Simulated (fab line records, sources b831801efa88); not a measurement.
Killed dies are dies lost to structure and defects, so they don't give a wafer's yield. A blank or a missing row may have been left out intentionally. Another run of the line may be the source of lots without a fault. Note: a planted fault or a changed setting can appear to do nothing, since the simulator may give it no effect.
What tool caused it?	flow sky130	Sampling: 11 lots, 33 wafers, 3 of 708 route steps

== WHAT THE GAUGES SHOWED, per wafer ==
SKY_LDD_N_TW_MEAS_17.
lot	measured	on	LDD_N_TW
L884	day 17 16:32	film-metro-04	2555 2554 2567
L885	day 17 19:13	film-metro-01	2587 2577 2580
L889	day 19 23:43	film-metro-03	2577 2581 2581
L896	day 22 11:07	film-metro-01	2582 2589 2601
L897	day 22 17:16	film-metro-04	2498 2496 2472
L898	day 23 03:14	film-metro-04	2493 2482 2488
L899	day 23 12:28	film-metro-03	2585 2580 2593
L900	day 23 17:29	film-metro-01	2589 2586 2584
L904	day 25 06:04	film-metro-01	2583 2579 2575
L905	day 25 10:50	film-metro-04	2553 2549 2548
L906	day 25 14:31	film-metro-01	2578 2580 2584

== WHICH TOOL RAN EACH LOT (tool, then ch and the chambers of the sampled wafers, then the start) ==
lot	SKY_LDD_N_IMPLANT_10	SKY_LDD_N_STRIP_16
L884	implanter-02 ch 0, day 17 15:32	plasma-asher-04 ch 0,1, day 17 16:26
L885	implanter-02 ch 0, day 17 18:15	plasma-asher-02 ch 0,1, day 17 19:08
L889	implanter-02 ch 0, day 19 22:43	plasma-asher-01 ch 0,1, day 19 23:36
L896	implanter-03 ch 0, day 22 10:07	plasma-asher-02 ch 0,1, day 22 11:01
L897	implanter-02 ch 0, day 22 16:19	plasma-asher-01 ch 0,1, day 22 17:10
L898	implanter-02 ch 0, day 23 02:14	plasma-asher-02 ch 0,1, day 23 03:08
L899	implanter-03 ch 0, day 23 11:28	plasma-asher-02 ch 0,1, day 23 12:22
L900	implanter-03 ch 0, day 23 16:30	plasma-asher-01 ch 0,1, day 23 17:22
L904	implanter-03 ch 0, day 25 05:07	plasma-asher-01 ch 0,1, day 25 05:58
L905	implanter-03 ch 0, day 25 09:50	plasma-asher-04 ch 1, day 25 10:44
L906	implanter-02 ch 0, day 25 13:31	plasma-asher-02 ch 1, day 25 14:24
- SKY_LDD_N_IMPLANT_10
- SKY_LDD_N_STRIP_16: strips in O2/N2.

== THE ANSWER, worked out from the rows above alone ==
Rule: the lots themselves supply what counts as usual. The widest of any qualifying gaps counts: lots, ordered by their means at a reading, are off when they make up no more than a third of the lots, leave a main group of 4 or more, and stand apart from it by 3 or more times the standard deviation of that group's means. If all means in a main group match to the digits the tables above print for the reading, that group is not used. Also off: a lot with no number at a reading for which 4 or more lots have one. Any other lot the step has rows for is counted as sound.
Off: at SKY_LDD_N_TW_MEAS_17 (LDD_N_TW), L897, L898. Mean 2577 and standard deviation 13 in the main group.
A tool fits if, at a process step before that reading, it ran every lot that is off, and no sound lot after the first of them. The gauges at SKY_LDD_N_TW_MEAS_17 are tried like those tools. Not one of the candidates tried fits.

== WHAT THE SIMULATOR HAD INSERTED ==
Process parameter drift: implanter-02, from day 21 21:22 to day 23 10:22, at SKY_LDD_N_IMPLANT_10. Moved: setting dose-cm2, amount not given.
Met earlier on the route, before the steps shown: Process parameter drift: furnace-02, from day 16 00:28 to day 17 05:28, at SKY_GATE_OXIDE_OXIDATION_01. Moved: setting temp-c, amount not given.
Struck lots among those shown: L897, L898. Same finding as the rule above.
